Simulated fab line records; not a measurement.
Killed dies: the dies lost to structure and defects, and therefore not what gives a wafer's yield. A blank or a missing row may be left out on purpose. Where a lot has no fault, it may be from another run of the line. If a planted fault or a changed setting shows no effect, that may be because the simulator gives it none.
Which tool is to blame? / flow gf180mcu / 6 lots with 18 wafers sampled at 3 steps, on a route of 602 steps

## WHAT EACH GAUGE READ, for each wafer
GF_VT_IMPLANT_TW_MEAS_32.
lot=L747; measured=day 7 04:46; on=film metro-01; VT_IMPLANT_3_TW=266.1 266.7 267.5
lot=L750; measured=day 7 23:16; on=film metro-02; VT_IMPLANT_3_TW=267.0 267.0 268.1
lot=L753; measured=day 8 19:59; on=film metro-04; VT_IMPLANT_3_TW=271.6 272.5 271.5
lot=L757; measured=day 9 21:05; on=film metro-04; VT_IMPLANT_3_TW=272.3 274.0 274.0
lot=L763; measured=day 11 15:56; on=film metro-04; VT_IMPLANT_3_TW=273.7 273.1 272.3
lot=L765; measured=day 12 00:51; on=film metro-02; VT_IMPLANT_3_TW=244.8 245.8 245.6

## TOOL THAT RAN EACH LOT (tool first, then ch and the chambers of the sampled wafers, then the start)
lot=L747; GF_LVPWELL_STRIP_10=plasma asher-04 ch 0,1, day 4 04:40; GF_VT_IMPLANT_IMPLANT_30=implanter-04 ch 0, day 7 04:32
lot=L750; GF_LVPWELL_STRIP_10=plasma asher-04 ch 0,1, day 4 20:51; GF_VT_IMPLANT_IMPLANT_30=implanter-04 ch 0, day 7 23:02
lot=L753; GF_LVPWELL_STRIP_10=plasma asher-01 ch 0,1, day 5 13:02; GF_VT_IMPLANT_IMPLANT_30=implanter-04 ch 0, day 8 19:46
lot=L757; GF_LVPWELL_STRIP_10=plasma asher-04 ch 0,1, day 6 10:10; GF_VT_IMPLANT_IMPLANT_30=implanter-02 ch 0, day 9 20:50
lot=L763; GF_LVPWELL_STRIP_10=plasma asher-04 ch 1, day 7 21:55; GF_VT_IMPLANT_IMPLANT_30=implanter-02 ch 0, day 11 15:43
lot=L765; GF_LVPWELL_STRIP_10=plasma asher-01 ch 0,1, day 8 06:47; GF_VT_IMPLANT_IMPLANT_30=implanter-04 ch 0, day 12 00:38
- GF_LVPWELL_STRIP_10: strips in O2/N2.
- GF_VT_IMPLANT_IMPLANT_30

## THE ANSWER, worked out from the rows above alone
Rule: the lots themselves supply what counts as usual. The widest of any qualifying gaps counts: lots, ordered by their means at a reading, are off when they make up no more than a third of the lots, leave a main group of 4 or more, and stand apart from it by 3 or more times the standard deviation of that group's means. A main group whose means are all the same, to the digits that the tables above print for the reading, isn't used. Also off: a lot with no number at a reading for which 4 or more lots have one. The other lots that the step has rows for count as sound.
Off: at GF_VT_IMPLANT_TW_MEAS_32 (VT_IMPLANT_3_TW), L765. The main group has a mean of 270.5 with a standard deviation of 2.9.
A tool fits if, at a process step before that reading, it ran every lot that is off, and no sound lot after the first of them. The gauges at GF_VT_IMPLANT_TW_MEAS_32 are tried like those tools. Can't be told from this: 3 tools fit, plasma asher-01 at GF_LVPWELL_STRIP_10, implanter-04 at GF_VT_IMPLANT_IMPLANT_30, film metro-02 at GF_VT_IMPLANT_TW_MEAS_32.

## WHAT HAD BEEN PUT IN BY THE SIMULATOR
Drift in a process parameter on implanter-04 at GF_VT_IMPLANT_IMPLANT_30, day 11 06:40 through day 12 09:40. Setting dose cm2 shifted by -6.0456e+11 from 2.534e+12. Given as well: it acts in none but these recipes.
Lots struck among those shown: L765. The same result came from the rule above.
